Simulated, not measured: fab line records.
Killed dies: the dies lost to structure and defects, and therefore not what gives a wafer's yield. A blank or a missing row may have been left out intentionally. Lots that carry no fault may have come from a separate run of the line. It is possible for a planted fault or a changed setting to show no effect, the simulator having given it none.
A struck lot beside a sound one | flow sky130 | 43 out of 708 route steps
Sound: wafers L392.1, L392.2, L392.4. Wafers struck: L401.3, L401.5, L401.6. The cause comes at the end.
For every step that has rows: the tool of each side, followed by ch and its chambers, followed by its first start. Under that, the readings that differ: sound wafers | struck wafers | difference of the means | sigmas: that difference in standard deviations of wafers without a fault.
alike: same words and numbers on both sides, and readings whose means sit less than 2 such deviations apart. not compared: any withheld reading, any reading some wafer has no value for, any bound like >300 that may hide the same value, and any number with overlapping values for which the record gives no deviation.
Wherever a step has rows on one side only, a row that says differs or no value, or a row with sigmas, the two part there. Numbers that have no deviation but don't overlap get no sigmas and don't part them. Lack of a reading on every wafer of one side parts them only where that side has two or more wafers.

first, 7 steps without rows for these wafers: SKY_SONOS_ONO_DEHYDRATE_06 (time 60 s); SKY_SONOS_ONO_HMDS_07 (prime time 60 s); SKY_SONOS_ONO_COAT_08 (resist thk 1140 nm); SKY_SONOS_ONO_SOFTBAKE_09 (time 60 s); SKY_SONOS_ONO_EXPOSE_10 (exposes mask ONOM, target cd 410 nm); SKY_SONOS_ONO_PEB_11; SKY_SONOS_ONO_DEVELOP_12 (develop time 60 s).
SKY_SONOS_ONO_CD_MEAS_13 targets a cd of 410 nm.
  sound on cd sem-02, day 15 02:50; struck on cd sem-01, day 18 00:05
  alike: cd nm
SKY_SONOS_ONO_OVL_MEAS_14:
  sound on overlay-02, day 15 02:58; struck on overlay-02, day 18 00:11
  alike: SONOS_ONO_OVL
SKY_SONOS_ONO_ETCH_15: etches the open film in CHF3/O2, target depth 19.52 nm, time 7.8 s.
  sound on rie diel-03 ch 1,2,3, day 15 03:00; struck on rie diel-02 ch 0,1,3, day 18 00:12
  alike: chamber pressure mTorr, drypump motor current A, oes product au, throttle valve pct
  not compared: rf hours counter h
then, 1 step without rows for these wafers: SKY_SONOS_ONO_WET_ETCH_16 (etches SiO2 in dHF, target depth 14 nm, time 280 s).
SKY_SONOS_ONO_STRIP_17: strips in O2/N2.
  sound on plasma asher-02 ch 0,1, day 15 03:06; struck on plasma asher-01 ch 0,1, day 18 00:20
  alike: chamber pressure mTorr, drypump motor current A, oes product au, strip time to endpoint s
  not compared: rf hours counter h
SKY_SONOS_ONO_WET_ETCH_18: etches Si3N4 in H3PO4, target depth 15 nm, time 172 s.
  sound on wet bench-01 ch 3, day 15 03:12; struck on wet bench-01 ch 1, day 18 00:25
  reading               | sound             | struck            | difference | sigmas
  bath guard temp C (C) | 159.9 159.7 160.0 | 160.8 160.8 160.9 | +1.0       | +2
  alike: temp c
then, 2 steps without rows for these wafers: SKY_GATE_OXIDE_CLEAN_00 (cleans in SC1/SC2, time 150 s); SKY_GATE_OXIDE_OXIDATION_01 (stabilise 600 s, purge 300 s, target thk 10.268 nm).
SKY_GATE_OXIDE_THK_MEAS_02:
  sound on film metro-04, day 15 05:29; struck on film metro-04, day 18 03:45
  alike: GATE_OXIDE_OXIDATION_00_THK
then, 7 steps without rows for these wafers: SKY_GATE_OXIDE_DEHYDRATE_03 (time 60 s); SKY_GATE_OXIDE_HMDS_04 (prime time 60 s); SKY_GATE_OXIDE_COAT_05 (resist thk 1140 nm); SKY_GATE_OXIDE_SOFTBAKE_06 (time 60 s); SKY_GATE_OXIDE_EXPOSE_07 (exposes mask LVOM, target cd 600 nm); SKY_GATE_OXIDE_PEB_08; SKY_GATE_OXIDE_DEVELOP_09 (develop time 60 s).
SKY_GATE_OXIDE_OVL_MEAS_10:
  sound on overlay-01, day 16 09:40; struck on overlay-01, day 19 09:35
  alike: GATE_OXIDE_OVL
then, 2 steps without rows for these wafers: SKY_GATE_OXIDE_IMPLANT_11; SKY_GATE_OXIDE_WET_ETCH_12 (etches SiO2 in dHF, target depth 16.8 nm, time 336 s).
SKY_GATE_OXIDE_STRIP_13: strips in O2/N2.
  sound on plasma asher-04 ch 0,1, day 16 09:58; struck on plasma asher-01 ch 0,1, day 19 09:54
  alike: chamber pressure mTorr, drypump motor current A, oes product au, strip time to endpoint s
  not compared: rf hours counter h
SKY_GATE_OXIDE_TW_MEAS_14:
  sound on film metro-04, day 16 10:08; struck on film metro-01, day 19 09:59
  alike: GATE_OXIDE_TW
then, 3 steps without rows for these wafers: SKY_GATE_OXIDE_CLEAN_15 (cleans in SC1/SC2, time 150 s); SKY_GATE_OXIDE_OXIDATION_16 (stabilise 600 s, purge 300 s, target thk 3.57 nm); SKY_POLY_GATE_CVD_00 (deposits poly-Si, target thk 180 nm, time 720 s).
SKY_POLY_GATE_THK_MEAS_01:
  sound on film metro-04, day 16 16:41; struck on film metro-03, day 19 14:55
  alike: POLY_GATE_CVD_00_THK
then, 8 steps without rows for these wafers: SKY_RES_PROTECT_DEHYDRATE_00 (time 60 s); SKY_RES_PROTECT_HMDS_01 (prime time 60 s); SKY_RES_PROTECT_COAT_02 (resist thk 1140 nm); SKY_RES_PROTECT_SOFTBAKE_03 (time 60 s); SKY_RES_PROTECT_EXPOSE_04 (exposes mask RPM, target cd 1270 nm); SKY_RES_PROTECT_PEB_05; SKY_RES_PROTECT_DEVELOP_06 (develop time 60 s); SKY_POLY_GATE_IMPLANT_02.
SKY_RES_PROTECT_STRIP_07: strips in O2/N2.
  sound on plasma asher-02 ch 0,1, day 17 21:32; struck on plasma asher-02 ch 0,1, day 20 21:07
  reading               | sound             | struck            | difference | sigmas
  oes product au (a.u.) | 0.526 0.507 0.507 | 0.527 0.518 0.528 | +0.011     | +2
  alike: chamber pressure mTorr, drypump motor current A, strip time to endpoint s
  not compared: rf hours counter h
SKY_RES_PROTECT_TW_MEAS_08:
  sound on film metro-03, day 17 21:38; struck on film metro-04, day 20 21:12
  alike: POLY_GATE_TW
-- record jumps: 29 days separate the struck wafers' starts on either side; left off in module RES_PROTECT, taken up again in module PAD_OPEN, whose first shown step is the route's number 708 --
SKY_PAD_OPEN_PROBE_99:
  sound on prober-01, day 47 18:13; struck on prober-01, day 49 15:37
  reading             | sound    | struck      | difference | sigmas
  killed at front end | 10 17 16 | 55 62 71    | +48        | +11
  killed dies         | 71 89 90 | 121 136 137 | +48        | +5
  alike: killed_at_M0_to_M3, killed_at_M4_up, killed at contacts, killed at other, killed open, killed short

== WHERE THEY PART ==
Last at SKY_PAD_OPEN_PROBE_99 as far as this record goes, first at SKY_SONOS_ONO_WET_ETCH_18.

WHY: what the simulator had put in
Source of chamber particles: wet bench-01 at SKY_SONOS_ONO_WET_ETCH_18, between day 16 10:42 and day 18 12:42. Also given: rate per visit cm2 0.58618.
